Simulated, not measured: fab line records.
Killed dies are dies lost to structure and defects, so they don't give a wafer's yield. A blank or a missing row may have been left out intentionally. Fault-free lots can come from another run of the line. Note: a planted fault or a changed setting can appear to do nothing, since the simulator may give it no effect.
Struck lot and sound lot, side by side :: flow sky130 :: 23 steps out of a route of 708
Sound: wafers L586.4, L586.5, L586.6. Wafers struck: L594.3, L594.4, L594.6. The cause comes at the end.
At each step with rows: each side's tool, then ch and its chambers, then its first start. Under that, the readings that differ: sound wafers :: struck wafers :: difference of the means :: sigmas: that difference in standard deviations of wafers without a fault.
alike: words and numbers the same on both sides, and readings whose means are apart by under 2 such deviations; not compared: readings that were withheld, readings missing a value for some wafer, numbers with overlapping values and no deviation given by the record, and bounds like >300 which may hide the same value.
A row with sigmas, a row that says differs or no value, or rows on one side alone: a step with any of these is where the two part. Non-overlapping numbers with no deviation appear without sigmas and do not part them. A reading that every wafer of one side lacks parts them only if that side has two wafers or more.

SKY_METAL2_METAL_ETCH_19: etches the open film in Cl2/BCl3, stops on SiO2, target depth 360 nm, time 78 s.
  sound on rie metal-01 ch 0,1, day 37 16:51; struck on rie metal-01 ch 0,1, day 41 03:03
  alike: bcl3 flow sccm, drypump motor current A, mfc cl2 sccm, oes product au, throttle valve pct
  not compared: rf hours counter h
SKY_METAL2_STRIP_20: strips in O2/N2.
  sound on plasma asher-02 ch 0,1, day 37 16:57; struck on plasma asher-03 ch 0,1, day 41 03:08
  alike: drypump motor current A, oes product au, strip time to endpoint s
  not compared: rf hours counter h
then, 4 steps without rows for these wafers: SKY_METAL2_STRIP_21 (strips in post etch residue remover, time 1200 s); SKY_METAL2_CLEAN_22 (cleans in IPA, time 180 s); SKY_METAL2_CLEAN_23 (cleans in O3/DIW); SKY_VIA2_HDPCVD_00 (deposits SiO2, target thk 1180 nm, time 196.7 s).
SKY_VIA2_THK_MEAS_01:
  sound on film metro-02, day 37 17:40; struck on film metro-02, day 41 03:50
  alike: VIA2_HDPCVD_THK
SKY_VIA2_CMP_02: polishes SiO2.
  sound on cmp-02 ch 1,2, day 37 17:45; struck on cmp-01 ch 0,2,3, day 41 03:56
  alike: motor current A, platen rpm, slurry filter dp kPa
SKY_VIA2_BOW_MEAS_03:
  sound on film metro-02, day 37 18:04; struck on film metro-03, day 41 04:13
  alike: VIA2_BOW
then, 3 steps without rows for these wafers: SKY_VIA2_DEHYDRATE_04 (time 60 s); SKY_VIA2_HMDS_05 (prime time 60 s); SKY_VIA2_COAT_06 (resist thk 60 nm).
SKY_VIA2_COAT_07: resist thk 450 nm.
  sound on litho track-02 ch 0, day 38 07:00; struck on litho track-02 ch 0, day 41 15:00
reading: spin speed rpm (rpm)
sound: 2997.8 2995.3 2999.4
struck: 3069.2 3067.5 3071.9
difference: +72.0
sigmas: +36

reading: model.KrF-thick_of_VIA2_COAT_07.thk nm (nm)
sound: 449.6 449.1 448.7
struck: 444.2 445.4 446.7
difference: -3.7
sigmas: 
then, 4 steps without rows for these wafers: SKY_VIA2_SOFTBAKE_08 (time 90 s); SKY_VIA2_EXPOSE_09 (exposes mask VIM2, target cd 200 nm); SKY_VIA2_PEB_10; SKY_VIA2_DEVELOP_11 (develop time 60 s).
SKY_VIA2_CD_MEAS_12 targets a cd of 200 nm.
  sound on cd sem-01, day 38 20:02; struck on cd sem-01, day 42 03:40
  alike: cd nm
SKY_VIA2_OVL_MEAS_13:
  sound on overlay-01, day 38 20:07; struck on overlay-01, day 42 03:46
  alike: VIA2_OVL
SKY_VIA2_ETCH_14: etches BARC in N2/H2, stops on SiO2, time 45.9 s, target depth 60 nm.
  sound on rie diel-01 ch 0,1, day 38 20:08; struck on rie diel-01 ch 1,2, day 42 03:48
  alike: drypump motor current A, oes product au, throttle valve pct
  not compared: rf hours counter h
SKY_VIA2_ETCH_15: etches SiO2 in C4F8/O2/Ar, stops on TiN, target depth 546 nm, time 84 s.
  sound on rie diel-01 ch 0,1, day 38 20:10; struck on rie diel-01 ch 1,2, day 42 03:52
reading: model.KrF-thick_of_VIA2_COAT_07.thk nm (nm)
sound: 282.4 282.5 280.9
struck: 278.5 276.4 279.9
difference: -3.7
sigmas: 
  alike: oes product au
  not compared: rf hours counter h
SKY_VIA2_STRIP_16: strips in O2/N2.
  sound on plasma asher-04 ch 0,1, day 38 20:16; struck on plasma asher-03 ch 0,1, day 42 03:58
  alike: drypump motor current A, oes product au, strip time to endpoint s
  not compared: rf hours counter h
-- the record jumps here: 8 days lie between the struck wafers' starts before and after (it left off in module VIA2 and takes up again in module PAD_OPEN, whose first step shown is number 708 of the route) --
SKY_PAD_OPEN_PROBE_99:
  sound on prober-02, day 47 21:03; struck on prober-01, day 50 05:40
  alike: defect limited yield, killed_at_M0_to_M3, killed_at_M4_up, killed at contacts, killed at front end, killed at other, killed dies, killed on rim, killed open, killed short, sort_bin_3_pad_short, sort_bin_5_function, sort_bin_6_memory, sort n pass, sort yield pct

## WHERE THEY PART
SKY_VIA2_COAT_07 only, going by this record. Later steps at which nothing parts them and some readings are alike: SKY_VIA2_CD_MEAS_12, SKY_VIA2_OVL_MEAS_13, SKY_VIA2_ETCH_14, SKY_VIA2_ETCH_15, SKY_VIA2_STRIP_16, SKY_PAD_OPEN_PROBE_99.

WHY: what had been put in by the simulator
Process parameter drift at SKY_VIA2_COAT_07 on litho track-02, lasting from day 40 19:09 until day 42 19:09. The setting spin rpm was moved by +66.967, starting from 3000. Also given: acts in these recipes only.
